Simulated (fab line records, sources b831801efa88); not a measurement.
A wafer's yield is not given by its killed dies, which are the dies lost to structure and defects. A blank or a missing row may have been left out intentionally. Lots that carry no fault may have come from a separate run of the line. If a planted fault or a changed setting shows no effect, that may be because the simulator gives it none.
Comparing a struck lot with a sound one / flow gf180mcu / 17 steps out of a route of 602
Sound: the wafers L673.1, L673.2, L673.5. Wafers struck: L677.2, L677.3, L677.6. The cause is named last.
Order at every step that has rows: each side's tool, ch and its chambers, its first start. Under that, the readings that differ: sound wafers / struck wafers / difference of the means / sigmas: that difference in standard deviations of wafers without a fault.
alike: readings with means less than 2 such deviations apart, plus words and numbers identical on both sides. not compared: withheld readings, readings lacking a value on some wafer, bounds such as >300 that could conceal the same value, and numbers that have no deviation in the record and whose values overlap.
Wherever a step has rows on one side only, a row that says differs or no value, or a row with sigmas, the two part there. Non-overlapping numbers with no deviation appear without sigmas and do not part them. Lack of a reading on every wafer of one side parts them only where that side has two or more wafers.

GF_CONTACT_CMP_04: polishes SiO2.
  sound on cmp-01 ch 0,3, day 15 13:31; struck on cmp-02 ch 1,2, day 17 04:52
  alike: motor_current_A, time_to_endpoint_s
GF_CONTACT_BOW_MEAS_05:
  sound on film_metro-01, day 15 13:46; struck on film_metro-01, day 17 05:11
  alike: CONTACT_BOW
then, 8 steps without rows for these wafers: GF_CONTACT_DEHYDRATE_06 (time 60 s); GF_CONTACT_HMDS_07 (prime time 60 s); GF_CONTACT_COAT_08; GF_CONTACT_COAT_09 (resist thk 1000 nm); GF_CONTACT_SOFTBAKE_10 (time 60 s); GF_CONTACT_EXPOSE_11 (exposes mask Contact, target cd 220 nm); GF_CONTACT_PEB_12 (peb time 90 s); GF_CONTACT_DEVELOP_13 (develop time 60 s).
GF_CONTACT_CD_MEAS_14: target cd 220 nm.
  sound on cd_sem-01, day 16 11:30; struck on cd_sem-01, day 18 04:46
  alike: cd_nm
GF_CONTACT_OVL_MEAS_15:
  sound on overlay-02, day 16 11:37; struck on overlay-02, day 18 04:53
  alike: CONTACT_OVL
GF_CONTACT_ETCH_16: etches BARC in N2/H2.
  sound on rie_diel-03 ch 0,3, day 16 11:40; struck on rie_diel-04 ch 0,1,3, day 18 04:55
  no value came back on the struck wafers for any of 5 readings (bias_w (W), chamber_pressure_mTorr (mTorr) and others); on the sound wafers bias_w (W) reads 101.1 100.1 99.9
GF_CONTACT_ETCH_17: etches SiO2 in C4F8/O2/Ar, stops on CoSi2, target depth 860 nm.
  sound on rie_diel-03 ch 0,3; struck on rie_diel-04 ch 0,1,3
reading=oes_product_au (a.u.); sound=0.816 0.826 0.824; struck=0.370 0.377 0.374; difference=-0.448; sigmas=-85
  alike: bias_w, chamber_pressure_mTorr
GF_CONTACT_STRIP_18: strips in O2/N2.
  sound on plasma_asher-04 ch 0,1, day 16 11:49; struck on plasma_asher-01 ch 1, day 18 05:04
reading=oes_product_au (a.u.); sound=0.580 0.583 0.582; struck=0.597 0.593 0.606; difference=+0.017; sigmas=+4
  alike: chamber_pressure_mTorr, drypump_motor_current_A, heater_power_w
  not compared: rf_hours_counter_h
then, 1 step without rows for these wafers: GF_CONTACT_CLEAN_19 (cleans in SPM).
-- the record jumps here: 13 days lie between the struck wafers' starts before and after (it left off in module CONTACT and takes up again in module PASSIVATION, whose first step shown is number 602 of the route) --
GF_PASSIVATION_PROBE_99:
  the record has rows for the struck wafers here (prober-01, day 30 19:02) and none for the sound ones

## WHERE THEY PART
First at GF_CONTACT_ETCH_16; last, within this record, at GF_PASSIVATION_PROBE_99.

WHY: what had been put in by the simulator
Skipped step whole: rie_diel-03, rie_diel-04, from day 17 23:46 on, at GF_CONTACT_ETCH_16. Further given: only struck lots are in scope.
